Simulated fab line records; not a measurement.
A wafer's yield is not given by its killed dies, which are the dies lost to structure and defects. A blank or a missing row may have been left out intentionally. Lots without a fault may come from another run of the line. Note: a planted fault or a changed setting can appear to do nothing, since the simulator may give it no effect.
The same fault as seen by 2 desks || flow gf180mcu || each desk holds nothing but its own numbers, with what lay behind them at the end

== FOR THE TOOL OWNER'S DESK: litho_track-02 ==
The tool's own readings at GF_M4_DEVELOP_13 (develop time 60 s): means of the sampled wafers that have a number, for each lot that ran on this tool. A lot is out of limits, marked OUT, if its mean lies more than 4 standard deviations from the usual mean; the brackets give that distance.
Columns: A = developer_temp_C at GF_M4_DEVELOP_13, usual 20.99 C
{"lot": "L864", "first seen here": "day 23 20:41", "A": 21.00}
{"lot": "L871", "first seen here": "day 26 09:38", "A": "21.87 (+8.8) OUT"}
{"lot": "L872", "first seen here": "day 26 16:53", "A": "21.87 (+8.8) OUT"}
{"lot": "L873", "first seen here": "day 27 02:47", "A": "21.66 (+6.7) OUT"}
Finding of this desk: L871, L872, L873 out of limits; the first was L871 at day 26 09:38, on developer_temp_C at GF_M4_DEVELOP_13. L864 stayed within limits.

== FROM THE METROLOGY DESK ==
Means of the sampled wafers that have a number, per lot and without regard to the tool the lot ran on: this is what the gauges read. A lot is out of limits, marked OUT, if its mean lies more than 4 standard deviations from the usual mean; the brackets give that distance.
Columns: A = V3_W_THK at GF_V3_THK_MEAS_25, usual 357 nm; B = M4_OVL at GF_M4_OVL_MEAS_15, usual 1 nm
{"lot": "L862", "first seen here": "day 22 04:38", "A": 371, "B": 0}
{"lot": "L863", "first seen here": "day 22 13:46", "A": 360, "B": 3}
{"lot": "L864", "first seen here": "day 22 21:46", "A": 345, "B": 8}
{"lot": "L870", "first seen here": "day 25 11:34", "A": 356, "B": -2}
{"lot": "L871", "first seen here": "day 25 12:49", "A": 352, "B": -11}
{"lot": "L872", "first seen here": "day 25 19:59", "A": 367, "B": -1}
{"lot": "L873", "first seen here": "day 26 06:07", "A": 367, "B": 5}
{"lot": "L874", "first seen here": "day 26 16:11", "A": 345, "B": 4}
{"lot": "L875", "first seen here": "day 27 02:15", "A": 353, "B": 5}
{"lot": "L877", "first seen here": "day 27 19:26", "A": 354, "B": 7}
{"lot": "L878", "first seen here": "day 28 00:35", "A": 358, "B": -3}
{"lot": "L880", "first seen here": "day 28 18:38", "A": 359, "B": -4}
{"lot": "L882", "first seen here": "day 29 01:41", "A": 346, "B": 7}
{"lot": "L884", "first seen here": "day 29 10:42", "A": 354, "B": 1}
This desk's finding: nothing out of limits on any of the 14 lots.

== BROUGHT TOGETHER ==
At day 26 09:38, on L871, L872, L873, the tool owner's desk was in a position to raise an alarm.
From the metrology desk's view, nothing was out of limits.
The metrology desk has L871, L872, L873 on record, within its limits.
Of the lots named, all ran GF_M4_DEVELOP_13 on litho_track-02.

== WHAT WAS PUT IN BY THE SIMULATOR ==
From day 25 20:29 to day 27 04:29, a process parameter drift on litho_track-02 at GF_M4_DEVELOP_13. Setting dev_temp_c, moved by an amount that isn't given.
Shown lots that were struck: L871, L872, L873.
Time in hours from fault onset to the first out-of-limits reading at each desk: the tool owner's desk, 13.
